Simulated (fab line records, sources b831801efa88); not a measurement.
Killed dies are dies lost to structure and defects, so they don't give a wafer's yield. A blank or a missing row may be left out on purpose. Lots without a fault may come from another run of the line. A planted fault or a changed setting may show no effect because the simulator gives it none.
Which tool did it? | flow gf180mcu | 12 lots, 36 wafers sampled, at 1 step of a route of 602

WHAT THE GAUGES READ, wafer by wafer
GF_HV_LDD_TW_MEAS_38.
lot  | measured     | on            | HV_LDD_3_TW
L075 | day 12 00:05 | film_metro-01 | 1475 1473 1468
L077 | day 12 16:01 | film_metro-04 | 1429 1427 1429
L079 | day 13 09:18 | film_metro-01 | 1458 1455 1462
L081 | day 14 03:51 | film_metro-01 | 1456 1462 1461
L083 | day 14 14:33 | film_metro-01 | 1460 1467 1465
L085 | day 15 07:46 | film_metro-02 | 1445 1447 1447
L087 | day 16 01:14 | film_metro-04 | 1427 1422 1422
L089 | day 16 09:46 | film_metro-02 | 1443 1447 1449
L091 | day 17 04:47 | film_metro-04 | 1437 1434 1436
L093 | day 18 03:41 | film_metro-02 | 1442 1443 1446
L095 | day 18 12:23 | film_metro-02 | 1439 1446 1441
L097 | day 19 05:48 | film_metro-04 | 1431 1431 1431

WHICH TOOL RAN EACH LOT (tool, then ch and the chambers of the sampled wafers, then the start)
The record holds no process step before these readings.

THE ANSWER, worked out from the rows above alone
Rule: what is usual is taken from the lots themselves. Put in order of their means at a reading, lots are off if they are a third of the lots or fewer, leave a main group of 4 or more, and stand apart from it by a gap of 3 or more times the standard deviation of the main group's means; of several such gaps the widest counts. A main group whose means are all the same, to the digits that the tables above print for the reading, isn't used. A lot without any number at a reading at which 4 lots or more have one is off too. The other lots that the step has rows for count as sound.
No lot is off at any reading shown: from this, nothing can be told.

WHAT THE SIMULATOR HAD PUT IN
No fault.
